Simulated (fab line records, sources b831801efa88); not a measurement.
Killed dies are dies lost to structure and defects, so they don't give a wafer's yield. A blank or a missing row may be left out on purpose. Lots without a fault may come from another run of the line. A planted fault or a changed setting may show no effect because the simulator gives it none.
A struck lot beside a sound one | flow sky130 | 26 steps out of a route of 708
Sound: wafers L391.1, L391.4, L391.5. Struck: wafers L397.3, L397.4, L397.6. The cause comes at the end.
At each step with rows: each side's tool, then ch and its chambers, then its first start. Under that, the readings that differ: sound wafers | struck wafers | difference of the means | sigmas: that difference in standard deviations of wafers without a fault.
alike: readings whose means differ by less than 2 such deviations, and words and numbers that are the same on both sides. not compared: withheld readings, readings that some wafer has no value for, bounds like >300 that may hide the same value, and numbers for which the record gives no deviation and whose values overlap.
The two part at a step that has a row with sigmas, a row that says differs or no value, or rows on one side only. Numbers that don't overlap but have no deviation are shown without sigmas and don't part them. A reading that every wafer of one side lacks parts them only if that side has two wafers or more.

first, 3 steps without rows for these wafers: SKY_CAPM_EXPOSE_09 (exposes mask CAPM, target cd 1000 nm); SKY_CAPM_PEB_10; SKY_CAPM_DEVELOP_11 (develop time 60 s).
SKY_CAPM_OVL_MEAS_12:
  sound on overlay-01, day 40 12:26; struck on overlay-02, day 42 19:17
  alike: CAPM_OVL
SKY_CAPM_METAL_ETCH_13: etches TiN in Cl2/BCl3, stops on SiO2, target depth 220 nm, time 62.9 s.
  sound on rie_metal-04 ch 0,1, day 40 12:28; struck on rie_metal-02 ch 0,1, day 42 19:20
  alike: drypump_motor_current_A, oes_product_au, throttle_valve_pct
  not compared: rf_hours_counter_h
SKY_CAPM_STRIP_14: strips in O2/N2.
  sound on plasma_asher-01 ch 0, day 40 12:33; struck on plasma_asher-04 ch 0,1, day 42 19:25
  alike: drypump_motor_current_A, oes_product_au, strip_time_to_endpoint_s
  not compared: rf_hours_counter_h
then, 6 steps without rows for these wafers: SKY_CAPM_STRIP_15 (strips in post etch residue remover, time 1200 s); SKY_CAPM_CLEAN_16 (cleans in IPA, time 180 s); SKY_CAPM_CLEAN_17 (cleans in O3/DIW); SKY_METAL3_DEHYDRATE_05 (time 60 s); SKY_METAL3_HMDS_06 (prime time 60 s); SKY_METAL3_COAT_07 (resist thk 60 nm).
SKY_METAL3_COAT_08: resist thk 1154 nm.
  sound on litho_track-01 ch 0, day 40 23:00; struck on litho_track-03 ch 0, day 43 07:00
  reading                                       | sound                | struck               | difference | sigmas
  spin_speed_rpm (rpm)                          | 3001.7 3005.9 2998.2 | 2885.7 2882.4 2884.4 | -117.8     | -56
  model.KrF-thick_of_METAL3_COAT_08.thk_nm (nm) | 1156 1158 1157       | 1171 1173 1174       | +16        |
then, 4 steps without rows for these wafers: SKY_METAL3_SOFTBAKE_09 (time 90 s); SKY_METAL3_EXPOSE_10 (exposes mask MM3, target cd 300 nm); SKY_METAL3_PEB_11; SKY_METAL3_DEVELOP_12 (develop time 60 s).
SKY_METAL3_CD_MEAS_13: target cd 300 nm.
  sound on cd_sem-01, day 41 12:41; struck on cd_sem-01, day 43 18:17
  alike: cd_nm
SKY_METAL3_OVL_MEAS_14:
  sound on overlay-01, day 41 12:49; struck on overlay-01, day 43 18:22
  alike: METAL3_OVL
SKY_METAL3_DESCUM_15: chemistry O2, time 8 s.
  sound on rie_metal-02 ch 0, day 41 12:50; struck on rie_metal-02 ch 0, day 43 18:25
  alike: drypump_motor_current_A, oes_product_au
  not compared: rf_hours_counter_h
SKY_METAL3_ETCH_16: etches BARC in N2/H2, stops on SiO2, time 88.2 s, target depth 60 nm.
  sound on rie_metal-02 ch 0, day 41 12:53; struck on rie_metal-02 ch 0, day 43 18:31
  reading             | sound             | struck            | difference | sigmas
  h2_flow_sccm (sccm) | 199.7 199.1 199.0 | 200.9 200.6 200.6 | +1.4       | +2
  alike: drypump_motor_current_A, oes_product_au, throttle_valve_pct
  not compared: rf_hours_counter_h
SKY_METAL3_ETCH_17: etches SiO2 in C4F8/O2/Ar, stops on TiN, time 3.9 s, target depth 15 nm.
  sound on rie_diel-02 ch 0,2,3, day 41 12:58; struck on rie_diel-03 ch 1,2,3, day 43 18:39
  alike: oes_product_au
  not compared: rf_hours_counter_h
SKY_METAL3_METAL_ETCH_18: etches the open film in Cl2/BCl3, stops on SiO2, target depth 845 nm, time 183.1 s.
  sound on rie_metal-03 ch 1, day 41 12:59; struck on rie_metal-01 ch 0,1, day 43 18:44
  reading                                       | sound           | struck            | difference | sigmas
  model.KrF-thick_of_METAL3_COAT_08.thk_nm (nm) | 546.4 547 545.9 | 570.8 565.8 575.3 | +24.2      |
  alike: drypump_motor_current_A, oes_product_au, throttle_valve_pct
  not compared: rf_hours_counter_h
SKY_METAL3_STRIP_19: strips in O2/N2.
  sound on plasma_asher-03 ch 0,1, day 41 13:10; struck on plasma_asher-03 ch 0,1, day 43 18:53
  reading                      | sound             | struck            | difference | sigmas
  oes_product_au (a.u.)        | 0.510 0.505 0.504 | 0.527 0.517 0.521 | +0.015     | +3
  strip_time_to_endpoint_s (s) | 6.72 6.73 6.75    | 6.98 6.91 7.00    | +0.23      | +3
  alike: drypump_motor_current_A
  not compared: rf_hours_counter_h
then, 1 step without rows for these wafers: SKY_METAL3_STRIP_20 (strips in post etch residue remover, time 1200 s).
SKY_PAD_OPEN_PROBE_99:
  the record has rows for the sound wafers here (prober-01, day 48 03:36) and none for the struck ones

WHERE THEY PART
First at SKY_METAL3_COAT_08; last, within this record, at SKY_PAD_OPEN_PROBE_99.

WHY: what the simulator had put in
Process parameter drift: litho_track-03, from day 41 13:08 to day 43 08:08, at SKY_METAL3_COAT_08. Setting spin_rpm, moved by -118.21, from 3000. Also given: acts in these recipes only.
